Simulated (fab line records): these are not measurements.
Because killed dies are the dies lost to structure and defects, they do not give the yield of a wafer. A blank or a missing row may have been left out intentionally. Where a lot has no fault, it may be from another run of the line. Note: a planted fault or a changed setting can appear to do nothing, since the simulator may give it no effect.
2 desks, one fault | flow gf180mcu | each desk holds nothing but its own numbers, with what lay behind them at the end

## FROM THE METROLOGY DESK
Lot by lot, what the gauges showed, no matter which tool ran the lot: averages of those sampled wafers that carry a number. Marked OUT: a lot whose mean sits more than 4 standard deviations from the usual mean, which makes it out of limits; the brackets give that distance.
Columns: A = SAB_CVD_00_THK at GF_SAB_THK_MEAS_01, usual 50.1 nm; B = cdNm at GF_M2_CD_MEAS_14, usual 280.0 nm
lot  | first seen here | A    | B
L734 | day 14 03:38    | 49.7 | 281.1
L735 | day 14 11:41    | 50.6 | 279.3
L736 | day 14 19:28    | 50.6 | 280.8
L737 | day 15 04:16    | 50.1 | 280.7
L739 | day 16 04:47    | 50.5 | 279.7
L740 | day 16 16:19    | 51.0 | 278.6
L741 | day 16 20:47    | 50.0 | 280.6
L742 | day 17 01:55    | 50.1 | 278.4
L744 | day 17 19:49    | 50.0 | 281.0
L745 | day 18 04:02    | 50.1 | 280.3
L748 | day 19 04:46    | 49.3 | 278.3
L749 | day 19 11:35    | 50.6 | 280.2
L753 | day 20 21:58    | 50.2 | 280.5
L755 | day 21 11:58    | 50.6 | 280.9
Finding of this desk: none of the 14 lots has anything out of limits.

## DESK OF THE TOOL OWNER: lithoTrack-02
The tool's own readings at GF_HV_LDD_SOFTBAKE_03 (time 60 s): means of the sampled wafers that have a number, for each lot that ran on this tool. Marked OUT: a lot whose mean sits more than 4 standard deviations from the usual mean, which makes it out of limits; the brackets give that distance.
Columns: A = runLengthS at GF_HV_LDD_SOFTBAKE_03, usual 89.23 s
lot  | first seen here | A
L734 | day 9 14:19     | 89.41
L739 | day 11 05:28    | 89.38
L741 | day 11 20:16    | 89.37
L744 | day 12 16:47    | 89.50
L749 | day 14 02:57    | 89.44
L753 | day 15 09:42    | 95.64 (+31) OUT
L755 | day 16 00:45    | 95.63 (+30) OUT
This desk's verdict: out of limits on L753, L755, starting with L753 at day 15 09:42 (runLengthS at GF_HV_LDD_SOFTBAKE_03). Within limits: L734, L739, L741, L744, L749.

## BROUGHT TOGETHER
The tool owner's desk had the chance to raise an alarm at day 15 09:42 on L753, L755.
From the metrology desk's view, nothing was out of limits.
The metrology desk holds a record of L753, L755, inside its limits.
The lots listed all ran GF_HV_LDD_SOFTBAKE_03 on lithoTrack-02.

## WHAT THE SIMULATOR HAD PUT IN
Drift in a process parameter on lithoTrack-02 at GF_HV_LDD_SOFTBAKE_03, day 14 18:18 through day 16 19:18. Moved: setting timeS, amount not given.
Struck lots among those shown: L753, L755.
Time in hours from fault onset to the first out-of-limits reading at each desk: the tool owner's desk, 15.
